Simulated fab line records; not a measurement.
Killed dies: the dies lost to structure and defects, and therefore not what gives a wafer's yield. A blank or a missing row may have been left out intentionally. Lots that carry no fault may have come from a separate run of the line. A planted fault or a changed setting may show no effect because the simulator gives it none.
Which tool was responsible? || flow sky130 || Sampling: 13 lots, 39 wafers, 2 of 708 route steps

## WHAT THE GAUGES READ, wafer by wafer
SKY_SONOS_TUNNEL_OVL_MEAS_08. Usual: SONOS_TUNNEL_OVL 2.1 nm, standard deviation 1.6.
{"lot": "L504", "measured": "day 11 19:58", "on": "overlay-02", "SONOS_TUNNEL_OVL (nm)": "1.4 3.7 2.4", "flag": ""}
{"lot": "L505", "measured": "day 12 11:26", "on": "overlay-02", "SONOS_TUNNEL_OVL (nm)": "4.2 4.8 5.4", "flag": ""}
{"lot": "L506", "measured": "day 12 19:48", "on": "overlay-01", "SONOS_TUNNEL_OVL (nm)": "0.0 0.3 0.0", "flag": ""}
{"lot": "L508", "measured": "day 13 10:08", "on": "overlay-01", "SONOS_TUNNEL_OVL (nm)": "0.5 3.1 1.6", "flag": ""}
{"lot": "L511", "measured": "day 14 08:45", "on": "overlay-01", "SONOS_TUNNEL_OVL (nm)": "3.2 3.4 1.8", "flag": ""}
{"lot": "L513", "measured": "day 14 22:35", "on": "overlay-02", "SONOS_TUNNEL_OVL (nm)": "0.8 1.7 -1.2", "flag": ""}
{"lot": "L514", "measured": "day 15 05:34", "on": "overlay-02", "SONOS_TUNNEL_OVL (nm)": "-0.8 0.7 0.9", "flag": ""}
{"lot": "L518", "measured": "day 16 12:56", "on": "overlay-02", "SONOS_TUNNEL_OVL (nm)": "3.4 4.0 3.4", "flag": ""}
{"lot": "L519", "measured": "day 16 22:11", "on": "overlay-01", "SONOS_TUNNEL_OVL (nm)": "3.7 2.5 1.0", "flag": ""}
{"lot": "L520", "measured": "day 17 06:56", "on": "overlay-01", "SONOS_TUNNEL_OVL (nm)": "0.7 3.2 1.9", "flag": ""}
{"lot": "L521", "measured": "day 17 16:51", "on": "overlay-01", "SONOS_TUNNEL_OVL (nm)": "0.9 2.1 1.8", "flag": ""}
{"lot": "L523", "measured": "day 17 22:39", "on": "overlay-01", "SONOS_TUNNEL_OVL (nm)": "2.2 1.8 0.7", "flag": ""}
{"lot": "L524", "measured": "day 18 11:11", "on": "overlay-02", "SONOS_TUNNEL_OVL (nm)": "3.5 2.8 3.0", "flag": ""}

SKY_SONOS_TUNNEL_TW_MEAS_12. Usual: SONOS_TUNNEL_TW 196.0, standard deviation 1.8.
{"lot": "L504", "measured": "day 11 20:25", "on": "film-metro-03", "SONOS_TUNNEL_TW": "198.5 198.1 199.0", "flag": ""}
{"lot": "L505", "measured": "day 12 11:53", "on": "film-metro-02", "SONOS_TUNNEL_TW": "194.3 195.4 194.8", "flag": ""}
{"lot": "L506", "measured": "day 12 20:14", "on": "film-metro-01", "SONOS_TUNNEL_TW": "195.1 194.4 194.4", "flag": ""}
{"lot": "L508", "measured": "day 13 10:37", "on": "film-metro-02", "SONOS_TUNNEL_TW": "195.5 196.2 195.7", "flag": ""}
{"lot": "L511", "measured": "day 14 09:13", "on": "film-metro-01", "SONOS_TUNNEL_TW": "194.9 196.2 196.2", "flag": ""}
{"lot": "L513", "measured": "day 14 23:03", "on": "film-metro-03", "SONOS_TUNNEL_TW": "198.5 197.9 196.9", "flag": ""}
{"lot": "L514", "measured": "day 15 06:01", "on": "film-metro-02", "SONOS_TUNNEL_TW": "194.7 193.9 193.2", "flag": ""}
{"lot": "L518", "measured": "day 16 13:22", "on": "film-metro-02", "SONOS_TUNNEL_TW": "195.7 196.4 196.4", "flag": ""}
{"lot": "L519", "measured": "day 16 22:39", "on": "film-metro-02", "SONOS_TUNNEL_TW": "194.8 195.7 195.4", "flag": ""}
{"lot": "L520", "measured": "day 17 07:22", "on": "film-metro-02", "SONOS_TUNNEL_TW": "193.6 194.2 194.3", "flag": ""}
{"lot": "L521", "measured": "day 17 17:20", "on": "film-metro-01", "SONOS_TUNNEL_TW": "196.0 195.6 195.8", "flag": ""}
{"lot": "L523", "measured": "day 17 23:07", "on": "film-metro-01", "SONOS_TUNNEL_TW": "195.5 194.8 195.7", "flag": ""}
{"lot": "L524", "measured": "day 18 11:38", "on": "film-metro-01", "SONOS_TUNNEL_TW": "195.2 194.2 195.5", "flag": ""}

## WHAT TOOL EACH LOT RAN ON (gives the tool, then ch and the chambers of the sampled wafers, and finally the start)
Before these readings, the record contains no process step.

## AS READ BY THE TOOLS THEMSELVES (means over the sampled wafers that have a number; for cases with no such wafer, the mark the record gives instead)
The record holds no such reading with a usual standard deviation.

## THE ANSWER, worked out from the rows above alone
Rule: lot off if the mean of its wafers having a number is beyond 3 standard deviations from the usual mean. A lot without any number at a reading at which 4 lots or more have one is off too. Where the step has rows for the other lots, those lots are counted as sound. After the gauges, taken in route order, come the tools' own readings; for these a lot's mean is taken, as printed above. At the first step where some lot is off, the reading lying furthest off is the one used; lots without a number count as furthest.
None of the lots is off at any reading shown; this tells nothing.

## WHAT THE SIMULATOR HAD INSERTED
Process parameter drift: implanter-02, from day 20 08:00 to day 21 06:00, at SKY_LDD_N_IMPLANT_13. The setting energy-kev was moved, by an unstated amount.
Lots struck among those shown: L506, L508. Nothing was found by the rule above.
